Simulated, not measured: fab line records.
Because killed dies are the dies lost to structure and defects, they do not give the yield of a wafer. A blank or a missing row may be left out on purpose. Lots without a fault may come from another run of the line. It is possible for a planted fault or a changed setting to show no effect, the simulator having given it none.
2 desks looking at one fault	flow gf180mcu	only its own numbers are on each desk; what lay behind them is given at the end

## AT THE METROLOGY DESK
Lot by lot, what the gauges showed, no matter which tool ran the lot: averages of those sampled wafers that carry a number. The brackets show how far a lot's mean lies from the usual mean; more than 4 standard deviations puts the lot out of limits, marked OUT.
Columns: A = cd-nm at GF_HV_LDD_CD_MEAS_31, usual 399.3 nm; B = HV_LDD_3_TW at GF_HV_LDD_TW_MEAS_38, usual 1452; C = HV_LDD_RS at GF_HV_LDD_RS_MEAS_53, usual 417.9 ohm/sq; D = SAB_CVD_00_THK at GF_SAB_THK_MEAS_01, usual 49.6 nm
lot	first seen here	A	B	C	D
L219	day 11 20:02	397.4	1422	417.7	50.0
L220	day 12 05:47	400.7	1428	417.6	49.4
L221	day 12 08:28	395.8	1434	417.0	50.0
L222	day 12 20:47	400.6	1459	418.2	49.8
L223	day 13 04:34	402.5	1475	417.4	49.1
L224	day 13 08:38	397.6	1455	418.3	49.0
L225	day 13 17:31	401.2	1481	418.4	49.2
L226	day 14 06:23	398.9	1448	417.6	49.7
L232	day 16 09:57	398.7	1323 (-6.8) OUT	439.4 (+24) OUT	-
L234	day 16 16:23	399.4	1340 (-5.9) OUT	438.8 (+23) OUT	-
L237	day 17 16:40	398.6	1466	417.3	49.7
L238	day 18 02:18	401.6	1473	417.5	49.4
L239	day 18 08:46	400.9	1460	420.1	49.4
L241	day 18 21:38	403.5	1468	417.2	50.3
Finding of this desk: L232, L234 out of limits, first seen on L232 at day 16 10:50 (HV_LDD_3_TW at GF_HV_LDD_TW_MEAS_38). L219, L220, L221, L222, L223, L224, L225, L226, L237, L238, L239, L241 stayed within limits.

## AT THE TOOL OWNER'S DESK: implanter-01
The tool's own readings at GF_HV_LDD_IMPLANT_33, given as means over the sampled wafers that have a number, one for each lot that went through this tool. The brackets show how far a lot's mean lies from the usual mean; more than 4 standard deviations puts the lot out of limits, marked OUT.
Columns: A = beam-energy-keV at GF_HV_LDD_IMPLANT_33, usual 59.997; B = beam-on-s at GF_HV_LDD_IMPLANT_33, usual 9.99 s
lot	first seen here	A	B
L219	day 11 20:12	59.996	9.88
L221	day 12 08:37	60.007	9.87
L225	day 13 17:40	60.010	9.97
L226	day 14 06:32	59.996	9.75
Finding of this desk: none of the 4 lots has anything out of limits.

## PUT TOGETHER
L232, L234 would have let the metrology desk raise an alarm at day 16 10:50.
The tool owner's desk saw nothing out of limits.
The tool owner's desk has no number on record for L232, L234.
Every lot named ran GF_HV_LDD_IMPLANT_33 on implanter-01.

## WHAT HAD BEEN PUT IN BY THE SIMULATOR
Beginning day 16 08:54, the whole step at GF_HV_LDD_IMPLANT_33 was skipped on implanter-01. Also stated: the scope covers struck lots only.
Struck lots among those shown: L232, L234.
Delay in hours, fault start to first out-of-limits reading, per desk: metrology desk 2.
